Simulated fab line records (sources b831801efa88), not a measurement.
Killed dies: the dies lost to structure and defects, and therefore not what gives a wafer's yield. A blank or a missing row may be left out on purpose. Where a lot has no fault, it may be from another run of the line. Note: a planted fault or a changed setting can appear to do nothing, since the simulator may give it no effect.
8D (eight disciplines) problem report, filled in by code -- flow sky130 -- the parts of the form that need people (team, actions taken, sign-off) are left out

1. THE ISSUE
Wafers without a fault read 0.940 a.u., standard deviation 0.0065; oes_product_au at SKY_CAPM_METAL_ETCH_13 reads a mean of 0.880 a.u. on 6 wafers belonging to 2 lots. Relative to the usual mean, that is a shift of -9.3 standard deviations.
The step: etches TiN in Cl2/BCl3, stops on SiO2, target depth 220 nm, time 62.9 s.
Seen first at day 40 11:59 on rie_metal-01, wafer L868.2. Wafers with a number at this step in the record: 33, from 11 lots. By rule, "out" or "out of limits" means more than 4 standard deviations away from the usual mean. All remaining wafers that have a number are taken as sound.

2. WHAT IT IS; WHAT IT IS NOT
question,is,is not
which readings at this step,oes_product_au,"drypump_motor_current_A, rf_fwd_power_W"
which lots,"L868, L869","L859, L864, L867, L872, L874, L875, L876, L879, L882"
which wafers of those lots,all that have a number,-
read on which tools,rie_metal-01,"rie_metal-03, rie_metal-04"
when,from day 40 11:59,"up to then (9 sound wafers); but 18 sound wafers of L872, L874, L875, L876, L879, L882 came after"

3. WHAT RULES OUT EACH SUSPECT
Counting: a tool at a process step up to the reading stays a suspect if it ran every lot that is out and no sound lot after the first of them.
- cvd_w-02 at SKY_VIA2_CVD_21 (deposits W, target thk 420 nm, time 126.4 s): ruled out as a lasting fault. After its first lot that is out, L868 (day 39 10:07), sound lots L874, L872, L882 ran on it.
- pvd_sputter-02 at SKY_METAL3_SPUTTER_02 (material AlCu, target thk 735 nm, time 39.1 s): ruled out as a lasting fault. After its first lot that is out, L868 (day 39 10:47), sound lots L874, L872, L876 ran on it.
- rie_metal-01 at SKY_CAPM_METAL_ETCH_13 (etches TiN in Cl2/BCl3, stops on SiO2, target depth 220 nm, time 62.9 s): ruled out as a lasting fault. After its first lot that is out, L868 (day 40 11:59), sound lots L882 ran on it.
Left after counting: nothing in the record.

4. THE CAUSE (what the simulator had put in)
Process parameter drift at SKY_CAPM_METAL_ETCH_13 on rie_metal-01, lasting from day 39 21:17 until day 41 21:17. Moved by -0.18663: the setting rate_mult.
Counting ruled it out, wrongly.

5. THE EFFECT CHAIN, in route order
Each row: a reading where the mean over the struck wafers with a number is more than 3 standard deviations away from the usual. Readings are gone through only where the record gives a usual standard deviation; hours: the median, over the lots, of the time from a lot's start at the first step in this table giving one to that lot's start at this step; sigmas: the change measured in usual standard deviations.
hours,step,reading,usual,on struck wafers,change,sigmas
0,SKY_CAPM_METAL_ETCH_13,oes_product_au,0.940 a.u.,0.880,-0.060,-9.3
0,SKY_CAPM_METAL_ETCH_13,throttle_valve_pct,21.903 %,21.944,+0.041,+4.3
0,SKY_CAPM_STRIP_14,strip_time_to_endpoint_s,12.66 s,12.92,+0.26,+7.2
185,SKY_PAD_OPEN_PROBE_99,defect_limited_yield,82.4 %,0.0,-82.4,-37
185,SKY_PAD_OPEN_PROBE_99,killed_at_other,0.3,405.0,+404.7,+99 or more
185,SKY_PAD_OPEN_PROBE_99,killed_dies,87,492,+405,+37
185,SKY_PAD_OPEN_PROBE_99,killed_on_rim,17,96,+79,+21
185,SKY_PAD_OPEN_PROBE_99,sort_bin_3_pad_short,0.8 %,83.2,+82.4,+99 or more
185,SKY_PAD_OPEN_PROBE_99,sort_n_pass,405,0,-405,-37
185,SKY_PAD_OPEN_PROBE_99,sort_yield_pct,82.4 %,0.0,-82.4,-37
It contains these process steps:
- SKY_CAPM_METAL_ETCH_13: etches TiN in Cl2/BCl3, stops on SiO2, target depth 220 nm, time 62.9 s.
- SKY_CAPM_STRIP_14: strips in O2/N2.
- SKY_PAD_OPEN_PROBE_99

6. WHAT WOULD HAVE CAUGHT IT SOONER
15 hours passed between the start of the fault at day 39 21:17 and the first reading out of limits in this record, taken at day 40 11:59.
